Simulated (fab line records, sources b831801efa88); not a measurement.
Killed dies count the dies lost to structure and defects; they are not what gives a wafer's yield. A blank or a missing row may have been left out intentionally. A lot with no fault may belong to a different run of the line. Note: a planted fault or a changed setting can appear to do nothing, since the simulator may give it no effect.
Tool commonality check + flow sky130 + Sampled: 11 lots, 33 wafers

THE REASON FOR OPENING IT
Of 11 lots, 1 have the reading DNWELL_TW flagged at SKY_DNWELL_TW_MEAS_09. Fault-free wafers read 1121, with a standard deviation of 11.
Rule: a lot gets a flag if all its wafers with a number sit over 4 standard deviations from that mean, or if no wafer of it has a number. The other lots count as sound.

| lot  | measured    | on            | DNWELL_TW, wafer by wafer | flag    |
|------|-------------|---------------|---------------------------|---------|
| L924 | day 3 07:39 | film_metro-03 | 1113 1113 1107            |         |
| L925 | day 3 18:08 | film_metro-03 | 1112 1116 1112            |         |
| L928 | day 4 03:04 | film_metro-02 | 1133 1130 1124            |         |
| L929 | day 4 07:49 | film_metro-02 | 1133 1125 1128            |         |
| L931 | day 4 18:38 | film_metro-02 | 1129 1129 1135            |         |
| L932 | day 4 22:25 | film_metro-03 | 1118 1123 1113            |         |
| L933 | day 5 04:52 | film_metro-04 | 1110 1112 1110            |         |
| L934 | day 5 08:39 | film_metro-02 | 1138 1135 1133            |         |
| L937 | day 6 08:20 | film_metro-03 | 30 30 30                  | FLAGGED |
| L943 | day 7 14:23 | film_metro-03 | 1117 1114 1121            |         |
| L947 | day 8 07:31 | film_metro-04 | 1106 1110 1107            |         |
Averaged over the flagged lots the numbers come to 30, -1091 from the usual (-99 or more standard deviations).

WHICH TOOL EACH LOT WENT THROUGH
The record keeps 1 process step preceding the reading, out of 708 steps on the route. Every cell lists first the tool, next ch and the chambers used by the sampled wafers, and last the start.
| lot  | flag    | SKY_DNWELL_EXPOSE_04               |
|------|---------|------------------------------------|
| L924 |         | iline_stepper-02 ch 0, day 3 00:26 |
| L925 |         | iline_stepper-01 ch 0, day 3 09:28 |
| L928 |         | iline_stepper-02 ch 0, day 3 19:05 |
| L929 |         | iline_stepper-01 ch 0, day 3 23:54 |
| L931 |         | iline_stepper-02 ch 0, day 4 09:46 |
| L932 |         | iline_stepper-01 ch 0, day 4 14:06 |
| L933 |         | iline_stepper-02 ch 0, day 4 20:00 |
| L934 |         | iline_stepper-02 ch 0, day 4 23:36 |
| L937 | FLAGGED | iline_stepper-01 ch 0, day 5 22:43 |
| L943 |         | iline_stepper-01 ch 0, day 7 04:49 |
| L947 |         | iline_stepper-02 ch 0, day 7 21:35 |
What is done by these steps:
- SKY_DNWELL_EXPOSE_04: exposes mask DNM, target cd 3000 nm.
- SKY_DNWELL_TW_MEAS_09

FLAGGED AGAINST TOTAL, ONE TOOL AT A TIME (gauges that did the reading follow at the end)
| step                  | tool             | lots run | flagged | share of the flagged lots | sound lots run after its first flagged lot |
|-----------------------|------------------|----------|---------|---------------------------|--------------------------------------------|
| SKY_DNWELL_EXPOSE_04  | iline_stepper-01 | 5        | 1       | all                       | 1 (L943)                                   |
| SKY_DNWELL_EXPOSE_04  | iline_stepper-02 | 6        | 0       | none                      | -                                          |
| SKY_DNWELL_TW_MEAS_09 | film_metro-02    | 4        | 0       | none                      | -                                          |
| SKY_DNWELL_TW_MEAS_09 | film_metro-03    | 5        | 1       | all                       | 1 (L943)                                   |
| SKY_DNWELL_TW_MEAS_09 | film_metro-04    | 2        | 0       | none                      | -                                          |

THE TABLE: WHAT IT ALLOWS
2 rows of the table ran every flagged lot: iline_stepper-01 at SKY_DNWELL_EXPOSE_04, film_metro-03 at SKY_DNWELL_TW_MEAS_09.
- iline_stepper-01 at SKY_DNWELL_EXPOSE_04: 1 of its 5 lots flagged. Sound lots ran on it after the first flagged one (L943), which a lasting fault on the whole tool wouldn't allow.
- film_metro-03 at SKY_DNWELL_TW_MEAS_09: 1 of its 5 lots flagged. Sound lots ran on it after the first flagged one (L943), which a lasting fault on the whole tool wouldn't allow.
Not one row of the table ran every flagged lot while running no sound lot after the first.

WHAT THE SIMULATOR HAD PUT IN
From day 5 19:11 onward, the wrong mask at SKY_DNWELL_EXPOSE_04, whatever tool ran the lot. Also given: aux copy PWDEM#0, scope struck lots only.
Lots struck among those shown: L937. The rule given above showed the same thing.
